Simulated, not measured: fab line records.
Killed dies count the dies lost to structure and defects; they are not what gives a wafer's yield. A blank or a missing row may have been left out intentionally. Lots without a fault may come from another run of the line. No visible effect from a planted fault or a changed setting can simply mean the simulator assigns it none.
A struck lot beside a sound one    flow gf180mcu    14 steps out of a route of 602
Sound: wafers L716.1, L716.2, L716.4. Wafers L723.2, L723.3, L723.6 were the ones struck. Last of all comes the cause.
For every step that has rows: the tool of each side, followed by ch and its chambers, followed by its first start. Under that, the readings that differ: sound wafers    struck wafers    difference of the means    sigmas: that difference in standard deviations of wafers without a fault.
alike: a reading whose means differ by less than 2 such deviations, as well as words and numbers matching on both sides. not compared: withheld readings; readings where some wafer has no value; bounds like >300 that might hide an equal value; numbers whose values overlap and for which the record gives no deviation.
A row with sigmas, a row that says differs or no value, or rows on one side alone: a step with any of these is where the two part. When numbers do not overlap yet have no deviation, they are printed without sigmas and do not part them. Lack of a reading on every wafer of one side parts them only where that side has two or more wafers.

first, 2 steps without rows for these wafers: GF_MIM_PEB_17; GF_MIM_DEVELOP_18 (develop time 60 s).
GF_MIM_METAL_ETCH_19: etches the open film in Cl2/BCl3, stops on Si3N4, target depth 324.5 nm, time 54.1 s.
  sound on rie-metal-02 ch 0,1, day 28 04:02; struck on rie-metal-02 ch 0,1, day 30 07:56
  alike: drypump-motor-current-A, oes-product-au, throttle-valve-pct
  not compared: rf-hours-counter-h
GF_MIM_STRIP_20: strips in O2/N2.
  sound on plasma-asher-01 ch 0,1, day 28 04:06; struck on plasma-asher-02 ch 0, day 30 08:00
  alike: drypump-motor-current-A, heater-power-w, oes-product-au, strip-time-to-endpoint-s
  not compared: rf-hours-counter-h
then, 8 steps without rows for these wafers: GF_MIM_STRIP_21 (strips in post etch residue remover, time 1200 s); GF_MIM_CLEAN_22 (cleans in DIW); GF_M5_DEHYDRATE_00 (time 60 s); GF_M5_HMDS_01 (prime time 60 s); GF_M5_COAT_02 (resist thk 1000 nm); GF_M5_SOFTBAKE_03 (time 60 s); GF_M5_EXPOSE_04 (exposes mask Metal5, target cd 280 nm); GF_M5_PEB_05 (peb time 90 s).
GF_M5_DEVELOP_06: develop time 60 s.
  sound on litho-track-04 ch 0, day 29 00:07; struck on litho-track-01, day 31 02:01
  no value came back on the struck wafers for chill-plate-temp-C (C), develop-time-s (s); on the sound wafers chill-plate-temp-C (C) reads 23.01 23.04 22.93
reading                              sound              struck             difference  sigmas
model.KrF_of_M5_COAT_02.thk-nm (nm)  985.8 987.5 987.3  999.1 999.8 998.5  +12.3       
GF_M5_CD_MEAS_07 targets a cd of 280 nm.
  sound on cd-sem-02, day 29 00:16; struck on cd-sem-02, day 31 02:09
reading     sound              struck  difference                     sigmas
cd-nm (nm)  281.0 280.7 281.3  - - -   no value on the struck wafers  

WHERE THEY PART
Last at GF_M5_CD_MEAS_07 as far as this record goes, first at GF_M5_DEVELOP_06.

WHY: what the simulator had put in
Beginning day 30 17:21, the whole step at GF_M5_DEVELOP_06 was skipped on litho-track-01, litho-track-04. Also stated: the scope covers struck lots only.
